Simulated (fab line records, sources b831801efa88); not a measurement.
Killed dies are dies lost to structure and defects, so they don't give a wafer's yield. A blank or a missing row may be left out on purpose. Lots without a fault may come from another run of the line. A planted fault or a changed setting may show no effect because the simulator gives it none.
Chamber matching | flow sky130 | SKY_VIA2_CMP_02 on cmp-02: 4 sister chambers
The step polishes SiO2. 14 wafers are shown with their chamber, then 7 later ones without.

WAFERS WITH THEIR CHAMBER
wafer  | chamber | motor_current_A (A)
L458.2 | 2       | 10.6
L458.3 | 0       | 12.7
L458.6 | 3       | 12.9
L461.2 | 3       | 13.0
L461.4 | 1       | 11.8
L461.6 | 0       | 12.7
L462.1 | 3       | 13.6
L462.3 | 0       | 12.2
L462.5 | 3       | 13.8
L463.2 | 0       | 12.0
L463.4 | 2       | 10.2
L463.5 | 3       | 12.8
L465.3 | 3       | 13.4
L465.4 | 1       | 12.6

SIGNATURES (means of the wafers above)
reading         | chamber 0 | chamber 1 | chamber 2 | chamber 3 | scatter within a chamber
motor_current_A | 12.400    | 12.200    | 10.400    | 13.250    | 0.402
Rule: a wafer's distance from a chamber is the root of the sum, over the readings, of the square of ((its reading less the chamber's mean) divided by the reading's scatter). The wafer belongs to the nearest chamber; if the next one is less than 2 further off, it can't be placed. The scatter: the root of (the sum of the squares of (reading less its chamber's mean) over the shown wafers, divided by (wafers less chambers)).

WAFERS WITHOUT THEIR CHAMBER
wafer  | motor_current_A (A)
L465.5 | 13.3
L469.1 | 10.7
L469.2 | 12.4
L469.4 | 12.8
L481.1 | 10.4
L481.2 | 13.0
L481.4 | 13.1

WHICH CHAMBER EACH WENT THROUGH
wafer  | from the rows above          | in truth
L465.5 | 3                            | 3
L469.1 | 2                            | 2
L469.2 | can't be placed: 0 or 1      | 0
L469.4 | can't be placed: 0 or 3 or 1 | 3
L481.1 | 2                            | 2
L481.2 | can't be placed: 3 or 0 or 1 | 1
L481.4 | can't be placed: 3 or 0 or 1 | 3
Placed correctly: 3 of 7. Can't be placed from these rows: 4 (the true chamber is among the candidates in 4). Placed wrongly: 0.
